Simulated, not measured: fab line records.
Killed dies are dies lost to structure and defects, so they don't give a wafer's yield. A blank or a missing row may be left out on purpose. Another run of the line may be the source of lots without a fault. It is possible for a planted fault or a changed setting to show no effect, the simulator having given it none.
Which tool did it? | flow gf180mcu | Sampling: 11 lots, 33 wafers, 6 of 602 route steps

== WHAT THE GAUGES READ, wafer by wafer ==
GF_VT_IMPLANT_OVL_MEAS_29.
lot  | measured     | on         | VT_IMPLANT_02_OVL (nm)
L611 | day 7 09:54  | overlay-01 | -1.2 2.1 0.5
L614 | day 7 23:59  | overlay-01 | 1.6 1.0 2.8
L615 | day 8 08:42  | overlay-02 | 1.4 1.9 0.5
L617 | day 9 00:08  | overlay-02 | 0.1 2.8 1.3
L621 | day 9 22:37  | overlay-02 | 1.2 -0.8 -0.5
L622 | day 10 04:56 | overlay-01 | -1.8 -1.4 -2.9
L625 | day 11 00:44 | overlay-02 | 0.7 1.2 0.4
L627 | day 11 10:38 | overlay-01 | - - -
L631 | day 12 16:55 | overlay-02 | 0.9 2.8 1.2
L632 | day 12 17:44 | overlay-02 | 0.3 -0.9 -0.8
L633 | day 13 01:50 | overlay-01 | 1.8 0.9 1.5

GF_VT_IMPLANT_TW_MEAS_32.
lot  | measured     | on           | VT_IMPLANT_3_TW
L611 | day 7 10:11  | filmMetro-04 | 271.2 271.9 270.9
L614 | day 8 00:17  | filmMetro-02 | 272.6 272.2 271.0
L615 | day 8 08:59  | filmMetro-02 | 272.1 270.1 271.7
L617 | day 9 00:26  | filmMetro-01 | 274.0 274.3 274.1
L621 | day 9 22:54  | filmMetro-02 | 270.0 269.1 269.9
L622 | day 10 05:14 | filmMetro-02 | 270.9 269.9 271.3
L625 | day 11 01:02 | filmMetro-01 | 274.8 274.8 276.9
L627 | day 11 10:55 | filmMetro-02 | 29.9 29.9 30.1
L631 | day 12 17:11 | filmMetro-01 | 274.4 272.9 273.3
L632 | day 12 18:02 | filmMetro-01 | 273.7 273.4 273.8
L633 | day 13 02:08 | filmMetro-02 | 272.4 272.9 273.5

GF_CONTACT_BOW_MEAS_05.
lot  | measured     | on           | CONTACT_BOW (um)
L611 | day 16 04:18 | filmMetro-02 | 72 77 68
L614 | day 16 22:37 | filmMetro-01 | 73 64 67
L615 | day 17 09:08 | filmMetro-01 | 76 60 75
L617 | day 18 00:28 | filmMetro-03 | 63 55 65
L621 | day 19 08:17 | filmMetro-01 | 53 58 69
L622 | day 19 12:11 | filmMetro-02 | 52 56 59
L625 | day 20 15:19 | filmMetro-03 | 77 73 73
L631 | day 22 19:31 | filmMetro-02 | 68 65 58
L632 | day 22 22:39 | filmMetro-03 | 66 59 66
L633 | day 23 04:29 | filmMetro-01 | 68 73 69

== WHICH TOOL RAN EACH LOT (tool, then ch and the chambers of the sampled wafers, then the start) ==
lot  | GF_VT_IMPLANT_EXPOSE_26            | GF_HV_LDD_ETCHBACK_58             | GF_SAB_STRIP_13
L611 | ilineStepper-02 ch 0, day 7 01:48  | rieDiel-04 ch 0,1,2, day 13 10:10 | plasmaAsher-04 ch 0,1, day 16 03:02
L614 | ilineStepper-01 ch 0, day 7 16:02  | rieDiel-03 ch 0,2,3, day 14 02:22 | plasmaAsher-03 ch 0,1, day 16 21:22
L615 | ilineStepper-01 ch 0, day 8 01:16  | rieDiel-02 ch 0,3, day 14 12:52   | plasmaAsher-04 ch 0, day 17 07:52
L617 | ilineStepper-01 ch 0, day 8 16:17  | rieDiel-04 ch 0,1,2, day 15 04:08 | plasmaAsher-01 ch 0,1, day 17 23:13
L621 | ilineStepper-02 ch 0, day 9 14:47  | rieDiel-02 ch 0,3, day 16 08:04   | plasmaAsher-04 ch 0,1, day 19 06:58
L622 | ilineStepper-02 ch 0, day 9 20:04  | rieDiel-03 ch 1,2,3, day 16 12:05 | plasmaAsher-04 ch 0,1, day 19 10:55
L625 | ilineStepper-02 ch 0, day 10 15:46 | rieDiel-03 ch 1,2, day 17 12:37   | plasmaAsher-03 ch 0,1, day 20 14:02
L627 | ilineStepper-02 ch 0, day 11 01:28 | -                                 | -
L631 | ilineStepper-02 ch 0, day 12 07:05 | rieDiel-02 ch 0,2,3, day 19 17:40 | plasmaAsher-03 ch 0,1, day 22 18:16
L632 | ilineStepper-02 ch 0, day 12 08:05 | rieDiel-03 ch 0,1,2, day 19 20:52 | plasmaAsher-04 ch 0,1, day 22 21:19
L633 | ilineStepper-02 ch 0, day 12 16:23 | rieDiel-02 ch 1,2,3, day 20 02:58 | plasmaAsher-04 ch 0,1, day 23 03:13
- GF_VT_IMPLANT_EXPOSE_26: exposes mask LVPWELL HV AREA, target cd 860 nm.
- GF_HV_LDD_ETCHBACK_58: etches Si3N4 in CH3F/O2, stops on SiO2, time 100 s, target depth 90 nm.
- GF_SAB_STRIP_13: strips in O2/N2.

== WHAT THE TOOLS THEMSELVES READ (means of the sampled wafers that have a number; where no wafer has one, the mark that the record gives instead) ==
GF_VT_IMPLANT_EXPOSE_26.
lot  | tool            | stageVelMmS (mm/s)
L611 | ilineStepper-02 | 499.92
L614 | ilineStepper-01 | 500.04
L615 | ilineStepper-01 | 499.97
L617 | ilineStepper-01 | 499.54
L621 | ilineStepper-02 | 500.05
L622 | ilineStepper-02 | 500.00
L625 | ilineStepper-02 | 500.18
L627 | ilineStepper-02 | 499.98
L631 | ilineStepper-02 | 499.80
L632 | ilineStepper-02 | 500.05
L633 | ilineStepper-02 | 500.49

GF_HV_LDD_ETCHBACK_58.
lot  | tool       | drypumpMotorCurrentA (A) | oesProductAu (a.u.) | throttleValvePct (%)
L611 | rieDiel-04 | 5.6                      | 0.844               | 10.575
L614 | rieDiel-03 | 5.6                      | 0.840               | 10.563
L615 | rieDiel-02 | 5.7                      | 0.856               | 10.559
L617 | rieDiel-04 | 5.7                      | 0.847               | 10.568
L621 | rieDiel-02 | 5.5                      | 0.842               | 10.552
L622 | rieDiel-03 | 6.1                      | 0.844               | 10.565
L625 | rieDiel-03 | 5.9                      | 0.838               | 10.560
L631 | rieDiel-02 | 5.6                      | 0.836               | 10.562
L632 | rieDiel-03 | 5.6                      | 0.842               | 10.566
L633 | rieDiel-02 | 5.9                      | 0.844               | 10.561

GF_SAB_STRIP_13.
lot  | tool           | drypumpMotorCurrentA (A) | heaterPowerW (W) | oesProductAu (a.u.) | stripTimeToEndpointS (s)
L611 | plasmaAsher-04 | 5.3                      | 384              | 0.712               | 12.690
L614 | plasmaAsher-03 | 6.2                      | 309              | 0.707               | 12.645
L615 | plasmaAsher-04 | 5.4                      | 431              | 0.713               | 12.621
L617 | plasmaAsher-01 | 5.7                      | 304              | 0.711               | 12.673
L621 | plasmaAsher-04 | 5.3                      | 391              | 0.712               | 12.689
L622 | plasmaAsher-04 | 5.3                      | 390              | 0.707               | 12.668
L625 | plasmaAsher-03 | 6.2                      | 313              | 0.712               | 12.664
L631 | plasmaAsher-03 | 5.9                      | 327              | 0.709               | 12.616
L632 | plasmaAsher-04 | 5.3                      | 381              | 0.710               | 12.680
L633 | plasmaAsher-04 | 5.2                      | 352              | 0.713               | 12.682

== THE ANSWER, worked out from the rows above alone ==
Rule: usual is defined by the lots themselves. The widest of any qualifying gaps counts: lots, ordered by their means at a reading, are off when they make up no more than a third of the lots, leave a main group of 4 or more, and stand apart from it by 3 or more times the standard deviation of that group's means. The tables above print the reading to a certain number of digits; a main group whose means all agree to those digits is not used. Also off: a lot with no number at a reading for which 4 or more lots have one. Where the step has rows for the other lots, those lots are counted as sound. Order of review: gauges by route order, followed by the tools' own readings, for which a lot's mean as printed above is used. At the first step where some lot is off, the reading lying furthest off is the one used; lots without a number count as furthest.
Off: L627, seen at GF_VT_IMPLANT_OVL_MEAS_29 (VT_IMPLANT_02_OVL). Without a number there: L627. Main group: mean 0.6 nm, sd 1.1.
If a tool, at a process step before that reading, ran all the lots that are off and no sound lot after the first of them, it fits. The gauges at GF_VT_IMPLANT_OVL_MEAS_29 aren't tried: what is off there is off at GF_VT_IMPLANT_TW_MEAS_32 too, on other tools, and a gauge's error can't cause that. None of those tried fits.

== WHAT THE SIMULATOR HAD INSERTED ==
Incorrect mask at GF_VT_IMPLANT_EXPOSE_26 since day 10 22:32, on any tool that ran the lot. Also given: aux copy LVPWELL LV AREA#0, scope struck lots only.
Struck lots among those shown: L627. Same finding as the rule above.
